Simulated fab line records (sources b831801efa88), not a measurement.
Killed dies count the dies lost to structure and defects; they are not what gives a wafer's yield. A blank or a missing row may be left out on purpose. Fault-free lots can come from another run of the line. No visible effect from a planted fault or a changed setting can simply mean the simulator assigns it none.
Which tool did it? | flow sky130 | 72 wafers from 24 lots sampled at 6 of the route's 708 steps

WHAT THE GAUGES SHOWED, per wafer
SKY_SONOS_TUNNEL_TW_MEAS_12.
lot  | measured     | on            | SONOS_TUNNEL_TW
L074 | day 11 14:15 | film metro-04 | 196.8 196.6 196.0
L075 | day 11 17:08 | film metro-03 | 195.7 196.4 195.2
L076 | day 12 02:47 | film metro-04 | 197.3 196.6 197.4
L077 | day 12 09:17 | film metro-03 | 196.6 197.1 196.5
L078 | day 12 19:33 | film metro-03 | 195.5 195.5 196.6
L079 | day 13 02:50 | film metro-04 | 195.1 196.0 196.1
L080 | day 13 19:26 | film metro-03 | 196.9 196.0 195.6
L081 | day 14 01:50 | film metro-04 | 194.9 195.7 195.6
L082 | day 14 07:31 | film metro-02 | 196.2 194.4 194.3
L084 | day 15 00:45 | film metro-04 | 196.3 196.1 196.5
L083 | day 15 01:23 | film metro-03 | 195.8 194.9 195.1
L085 | day 15 09:14 | film metro-04 | 195.0 196.2 196.2
L086 | day 15 16:32 | film metro-02 | 194.6 195.4 195.0
L087 | day 15 18:05 | film metro-03 | 195.5 195.7 196.1
L088 | day 16 05:22 | film metro-04 | 196.3 196.8 195.7
L089 | day 16 16:22 | film metro-04 | 196.7 196.7 196.9
L090 | day 16 19:54 | film metro-02 | 195.3 194.6 195.1
L091 | day 17 03:03 | film metro-03 | 196.0 195.9 195.8
L092 | day 17 10:07 | film metro-04 | 198.1 195.6 195.3
L093 | day 17 19:19 | film metro-02 | 196.5 195.9 195.6
L094 | day 17 23:17 | film metro-04 | 196.8 195.9 196.6
L095 | day 18 11:32 | film metro-02 | 195.8 195.5 196.4
L096 | day 18 16:44 | film metro-03 | 194.8 195.3 195.6
L097 | day 19 00:25 | film metro-02 | 195.5 195.2 195.4

SKY_SONOS_ONO_THK_MEAS_03.
lot  | measured     | on            | SONOS_ONO_CVD_02_THK (nm)
L074 | day 11 19:40 | film metro-01 | 10.45 10.35 10.50
L075 | day 11 23:41 | film metro-02 | 10.39 10.51 10.33
L076 | day 12 07:46 | film metro-03 | 10.62 10.61 10.54
L077 | day 12 13:05 | film metro-03 | 10.42 10.61 10.48
L078 | day 12 23:02 | film metro-03 | 10.53 10.36 10.54
L079 | day 13 07:56 | film metro-03 | 10.34 10.35 10.32
L080 | day 13 21:58 | film metro-02 | 10.67 10.72 10.73
L081 | day 14 07:37 | film metro-02 | 10.45 10.63 10.58
L082 | day 14 14:30 | film metro-01 | 10.50 10.45 10.27
L084 | day 15 05:36 | film metro-01 | 10.39 10.40 10.40
L083 | day 15 05:36 | film metro-03 | 10.26 10.33 10.37
L085 | day 15 13:32 | film metro-02 | 10.48 10.54 10.63
L086 | day 15 19:04 | film metro-03 | 10.40 10.28 10.43
L087 | day 15 20:37 | film metro-01 | 10.34 10.35 10.49
L088 | day 16 08:00 | film metro-03 | 10.24 10.41 10.40
L089 | day 16 20:04 | film metro-03 | 10.32 10.31 10.28
L090 | day 16 23:52 | film metro-02 | 10.30 10.35 10.43
L091 | day 17 08:11 | film metro-03 | 10.45 10.41 10.52
L092 | day 17 13:41 | film metro-02 | 10.52 10.57 10.66
L093 | day 17 23:16 | film metro-03 | 10.39 10.53 10.46
L094 | day 18 06:34 | film metro-01 | 10.36 10.41 10.41
L095 | day 18 16:02 | film metro-03 | 10.36 10.42 10.28
L096 | day 18 20:03 | film metro-03 | 10.27 10.31 10.25
L097 | day 19 03:16 | film metro-01 | 10.52 10.33 10.53

SKY_SONOS_ONO_CD_MEAS_13: the cd target is 410 nm.
lot  | measured     | on        | cd nm (nm)
L074 | day 12 20:59 | cd sem-01 | 408.0 407.6 407.6
L075 | day 13 01:22 | cd sem-02 | 411.3 409.5 408.1
L076 | day 13 09:53 | cd sem-02 | 410.5 409.7 408.9
L077 | day 13 15:13 | cd sem-02 | 408.4 410.0 406.6
L078 | day 14 02:19 | cd sem-02 | 412.6 414.5 412.3
L079 | day 14 11:37 | cd sem-01 | 410.6 410.8 409.9
L080 | day 15 01:35 | cd sem-01 | 411.2 411.0 411.1
L081 | day 15 12:08 | cd sem-02 | 411.6 410.8 413.2
L082 | day 15 18:40 | cd sem-01 | 411.7 411.9 408.2
L084 | day 16 11:20 | cd sem-02 | 411.8 408.8 408.3
L083 | day 16 10:46 | cd sem-02 | 407.7 408.3 407.4
L085 | day 16 19:28 | cd sem-02 | 410.3 411.6 411.0
L086 | day 17 01:08 | cd sem-02 | 403.4 404.1 405.3
L087 | day 17 02:13 | cd sem-02 | 411.6 411.9 410.3
L088 | day 17 13:28 | cd sem-01 | 410.7 408.7 409.6
L089 | day 18 01:56 | cd sem-01 | 408.8 410.3 409.9
L090 | day 18 06:56 | cd sem-01 | 410.6 411.4 411.7
L091 | day 18 15:28 | cd sem-02 | 411.0 408.8 409.9
L092 | day 18 20:25 | cd sem-01 | 408.5 410.8 408.0
L093 | day 19 05:26 | cd sem-01 | 412.3 411.5 412.5
L094 | day 19 13:58 | cd sem-02 | 412.9 417.1 415.5
L095 | day 19 23:31 | cd sem-02 | 408.3 409.7 409.4
L096 | day 20 03:41 | cd sem-02 | 409.4 407.5 408.9
L097 | day 20 11:22 | cd sem-02 | 411.7 409.9 411.9

SKY_SD_N_RS_MEAS_17: a four-point-probe measurement.
lot  | measured     | on            | SD_P_RS (ohm/sq)
L074 | day 28 02:53 | film metro-04 | 146.6 146.2 146.7
L075 | day 28 09:40 | film metro-01 | 146.8 147.2 147.4
L076 | day 28 17:10 | film metro-01 | 146.8 147.6 147.4
L077 | day 28 21:40 | film metro-01 | 146.9 146.5 146.9
L078 | day 29 12:47 | film metro-03 | 146.6 147.2 146.6
L079 | day 30 01:03 | film metro-03 | 146.8 147.0 146.8
L080 | day 30 12:59 | film metro-01 | 147.4 147.1 147.2
L081 | day 30 21:52 | film metro-01 | 147.1 147.1 146.9
L082 | day 31 05:40 | film metro-04 | 147.4 147.3 147.2
L084 | day 31 20:47 | film metro-04 | 146.8 146.9 147.0
L083 | day 31 22:23 | film metro-03 | 146.9 146.9 146.8
L085 | day 32 02:49 | film metro-03 | 147.4 146.8 147.1
L086 | day 32 08:04 | film metro-04 | 147.6 147.4 148.0
L087 | day 32 09:17 | film metro-01 | 146.7 146.8 146.8
L088 | day 32 13:51 | film metro-04 | 147.1 147.1 147.2
L089 | day 33 05:25 | film metro-04 | 147.1 147.4 147.4
L090 | day 33 11:34 | film metro-03 | 146.5 147.3 147.5
L091 | day 33 17:15 | film metro-01 | 147.0 147.4 147.2
L092 | day 34 01:31 | film metro-01 | 147.6 147.2 147.3
L093 | day 34 03:44 | film metro-04 | 147.3 147.4 147.4
L094 | day 34 08:25 | film metro-03 | 147.0 146.7 147.0
L095 | day 34 22:52 | film metro-04 | 146.7 147.5 147.1
L096 | day 35 00:11 | film metro-01 | 147.0 146.9 147.0
L097 | day 35 08:57 | film metro-01 | 147.3 147.5 147.1

SKY_LI_CONTACT_BOW_MEAS_03.
lot  | measured     | on            | LI_CONTACT_BOW (um)
L074 | day 28 03:38 | film metro-04 | 56 51 57
L075 | day 28 10:23 | film metro-01 | 50 49 60
L076 | day 28 17:54 | film metro-04 | 52 59 62
L077 | day 28 22:24 | film metro-01 | 65 58 62
L078 | day 29 13:30 | film metro-04 | 60 61 76
L079 | day 30 01:46 | film metro-03 | 63 44 54
L080 | day 30 13:42 | film metro-03 | 61 49 54
L081 | day 30 22:35 | film metro-03 | 55 50 54
L082 | day 31 06:23 | film metro-04 | 71 60 44
L084 | day 31 21:31 | film metro-03 | 45 48 52
L083 | day 31 23:07 | film metro-04 | 62 57 57
L085 | day 32 03:44 | film metro-01 | 56 58 56
L086 | day 32 08:47 | film metro-01 | 60 65 59
L087 | day 32 10:02 | film metro-01 | 45 67 53
L088 | day 32 14:34 | film metro-01 | 59 57 72
L089 | day 33 06:08 | film metro-01 | 73 59 48
L090 | day 33 12:17 | film metro-01 | 54 42 59
L091 | day 33 17:58 | film metro-01 | 43 45 58
L092 | day 34 02:22 | film metro-01 | 63 57 47
L093 | day 34 04:28 | film metro-04 | 61 54 63
L094 | day 34 09:08 | film metro-03 | 57 49 54
L095 | day 34 23:35 | film metro-01 | 46 55 57
L096 | day 35 00:54 | film metro-01 | 65 58 55
L097 | day 35 09:40 | film metro-04 | 48 54 52

SKY_LI_CONTACT_OVL_MEAS_13.
lot  | measured     | on         | LI_CONTACT_OVL (nm)
L074 | day 29 07:35 | overlay-02 | -2 1 -3
L075 | day 29 14:55 | overlay-01 | 9 0 6
L076 | day 29 22:14 | overlay-02 | 0 -1 6
L077 | day 30 02:04 | overlay-01 | -1 -8 2
L078 | day 30 17:55 | overlay-01 | 4 8 3
L079 | day 31 06:22 | overlay-02 | 8 5 1
L080 | day 31 17:26 | overlay-02 | 3 5 1
L081 | day 32 01:52 | overlay-01 | -5 -3 0
L082 | day 32 10:10 | overlay-02 | 5 4 3
L084 | day 32 23:58 | overlay-02 | -4 -5 -2
L083 | day 33 01:44 | overlay-02 | 3 -3 4
L085 | day 33 06:55 | overlay-01 | 3 -3 -7
L086 | day 33 11:10 | overlay-02 | -1 -3 3
L087 | day 33 12:46 | overlay-02 | 3 -3 2
L088 | day 33 16:59 | overlay-01 | -3 0 -2
L089 | day 34 09:07 | overlay-01 | -11 -13 -11
L090 | day 34 14:10 | overlay-02 | 5 8 -2
L091 | day 34 20:50 | overlay-01 | 11 14 11
L092 | day 35 04:35 | overlay-02 | -8 -6 1
L093 | day 35 06:25 | overlay-02 | -1 -2 0
L094 | day 35 11:47 | overlay-02 | 10 15 10
L095 | day 36 01:59 | overlay-02 | -7 -11 -11
L096 | day 36 03:32 | overlay-01 | -6 -3 3
L097 | day 36 12:23 | overlay-02 | 10 8 3

EACH LOT AND THE TOOL THAT RAN IT (in order: tool; ch and the chambers of the sampled wafers; start)
There is no process step in the record ahead of these readings.

AS READ BY THE TOOLS THEMSELVES (means over the sampled wafers that have a number; for cases with no such wafer, the mark the record gives instead)
The record holds no such reading with a usual standard deviation.

THE ANSWER, worked out from the rows above alone
Rule: usual is defined by the lots themselves. The widest of any qualifying gaps counts: lots, ordered by their means at a reading, are off when they make up no more than a third of the lots, leave a main group of 4 or more, and stand apart from it by 3 or more times the standard deviation of that group's means. A main group is skipped when, at the precision printed for the reading in the tables above, its means are all equal. A lot without any number at a reading at which 4 lots or more have one is off too. Where the step has rows for the other lots, those lots are counted as sound. The gauges are gone through in route order, then the tools' own readings, and for those a lot's mean is taken as printed above. At the first step where some lot is off, the reading lying furthest off is the one used; lots without a number count as furthest.
No lot is off at any reading shown: from this, nothing can be told.

WHAT THE SIMULATOR PUT IN
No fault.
